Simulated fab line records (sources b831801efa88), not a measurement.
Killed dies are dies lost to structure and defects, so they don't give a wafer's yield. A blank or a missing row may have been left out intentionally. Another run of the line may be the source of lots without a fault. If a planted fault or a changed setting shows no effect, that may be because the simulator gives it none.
Matching of chambers | flow sky130 | SKY_VIA3_CMP_02 on cmp-02 has 4 sister chambers
The step polishes SiO2. 16 wafers are shown with their chamber, then 8 later ones without.

## WAFERS PAIRED WITH THEIR CHAMBERS
wafer  | chamber | motor-current-A (A) | platen-rpm (rpm)
L550.2 | 1       | 12.5                | 59.96
L550.4 | 2       | 12.3                | 60.00
L550.6 | 2       | 12.4                | 60.05
L552.1 | 2       | 12.8                | 59.95
L552.5 | 3       | 10.9                | 59.99
L552.6 | 0       | 14.5                | 60.01
L553.1 | 1       | 12.5                | 59.98
L553.2 | 2       | 12.4                | 60.01
L553.6 | 3       | 11.1                | 60.02
L554.2 | 2       | 12.5                | 60.01
L554.3 | 3       | 10.7                | 60.01
L554.5 | 2       | 12.3                | 60.06
L567.1 | 1       | 12.3                | 59.98
L567.5 | 1       | 12.7                | 59.98
L567.6 | 0       | 14.7                | 60.04
L568.2 | 2       | 12.3                | 60.04

SIGNATURES, as means of the wafers listed above
reading         | chamber 0 | chamber 1 | chamber 2 | chamber 3 | scatter within a chamber
motor-current-A | 14.600    | 12.500    | 12.429    | 10.900    | 0.177
platen-rpm      | 60.0250   | 59.9750   | 60.0171   | 60.0067   | 0.0282
Rule: a wafer's distance from a chamber is the root of the sum, over the readings, of the square of ((its reading less the chamber's mean) divided by the reading's scatter). The wafer belongs to the nearest chamber; if the next one is less than 2 further off, it can't be placed. How the scatter is found: for the shown wafers, subtract from each reading the mean of its chamber, square and add these, divide the total by (wafers less chambers), then take the root.

## WAFERS WITH NO CHAMBER GIVEN
wafer  | motor-current-A (A) | platen-rpm (rpm)
L568.3 | 15.1                | 59.99
L568.5 | 10.8                | 60.02
L570.1 | 12.6                | 60.06
L570.5 | 12.7                | 60.00
L570.6 | 12.4                | 59.98
L572.1 | 12.9                | 59.94
L572.2 | 14.9                | 60.10
L572.3 | 12.3                | 59.96

## CHAMBER TAKEN BY EACH
wafer  | from the rows above     | in truth
L568.3 | 0                       | 0
L568.5 | 3                       | 3
L570.1 | can't be placed: 2 or 1 | 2
L570.5 | can't be placed: 1 or 2 | 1
L570.6 | can't be placed: 1 or 2 | 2
L572.1 | can't be placed: 1 or 2 | 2
L572.2 | 0                       | 0
L572.3 | can't be placed: 1 or 2 | 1
3 of 8 placed correctly. Not placeable from these rows: 5 (in 5, the candidates include the true chamber). Wrongly placed: 0.
